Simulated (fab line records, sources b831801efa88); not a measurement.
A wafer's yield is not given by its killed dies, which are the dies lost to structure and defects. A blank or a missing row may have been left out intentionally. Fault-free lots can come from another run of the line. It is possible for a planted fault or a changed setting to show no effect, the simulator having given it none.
8D (eight disciplines) problem report, filled in by code    flow sky130    the parts of the form that need people (team, actions taken, sign-off) are left out

1. WHAT WENT WRONG
developer-temp-C at SKY_VT_ADJUST_HVTP_DEVELOP_06 reads a mean of 25.24 C on 6 wafers of 2 lots; wafers without a fault read 22.99 C with a standard deviation of 0.1. That is +23 standard deviations from the usual mean.
The step: develop time 60 s.
Seen first at day 8 04:09 on litho-track-04, wafer L352.1. At this step, 18 wafers from 6 lots have a number in the record. Rule for "out" (also "out of limits"): further than 4 standard deviations from the usual mean. Any other wafer with a number is counted as sound.

2. WHAT IT IS; WHAT IT IS NOT
question                     is                      is not
which readings at this step  developer-temp-C        -
which lots                   L352, L355              L344, L345, L361, L364
which wafers of those lots   all that have a number  -
read on which tools          litho-track-04          litho-track-01, litho-track-03
when                         from day 8 04:09        up to then (6 sound wafers); but 6 sound wafers of L361, L364 came after

3. THE SUSPECTS, EACH WITH WHAT RULES IT OUT
Counting: a tool at any process step up to the reading remains a suspect when it ran all the lots that are out and ran no sound lot after the first of those.
- rtp-anneal-01 at SKY_NWELL_RTA_28 (time 30 s): kept. It ran every lot that is out, first L352 (day 7 08:03), and no sound lot after that.
- litho-track-04 at SKY_VT_ADJUST_HVTP_DEVELOP_06 (develop time 60 s): kept. It ran every lot that is out, first L352 (day 8 04:09), and no sound lot after that. Its own developer-temp-C readings are out on those wafers.
Remaining after the count are rtp-anneal-01 at SKY_NWELL_RTA_28 and litho-track-04 at SKY_VT_ADJUST_HVTP_DEVELOP_06.

4. THE CAUSE (what the simulator had put in)
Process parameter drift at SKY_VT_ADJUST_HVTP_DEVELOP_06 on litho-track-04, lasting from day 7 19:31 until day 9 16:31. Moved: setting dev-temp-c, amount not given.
Of the 2 suspects that counting leaves, this tool is one.

5. THE EFFECT CHAIN, in route order
Each row: a reading where the mean over the struck wafers with a number is more than 3 standard deviations away from the usual. Only readings whose record carries a usual standard deviation are examined. hours: median over the lots of the time between each lot's start at the first step of this table that gives one and its start at this step. sigmas: the change, counted in usual standard deviations.
hours  step                           reading           usual    on struck wafers  change  sigmas
0      SKY_VT_ADJUST_HVTP_DEVELOP_06  developer-temp-C  22.99 C  25.24             +2.25   +23
The process steps in it:
- SKY_VT_ADJUST_HVTP_DEVELOP_06: develop time 60 s.
Later measuring or inspecting steps at which every struck wafer that the step has a row for has a number for every such reading, and none has moved that far: SKY_VT_ADJUST_HVTP_CD_MEAS_07.

6. WHAT WOULD HAVE CAUGHT IT SOONER
In this record no reading fell out of limits until day 8 04:09, 9 hours after the fault had begun at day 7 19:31.
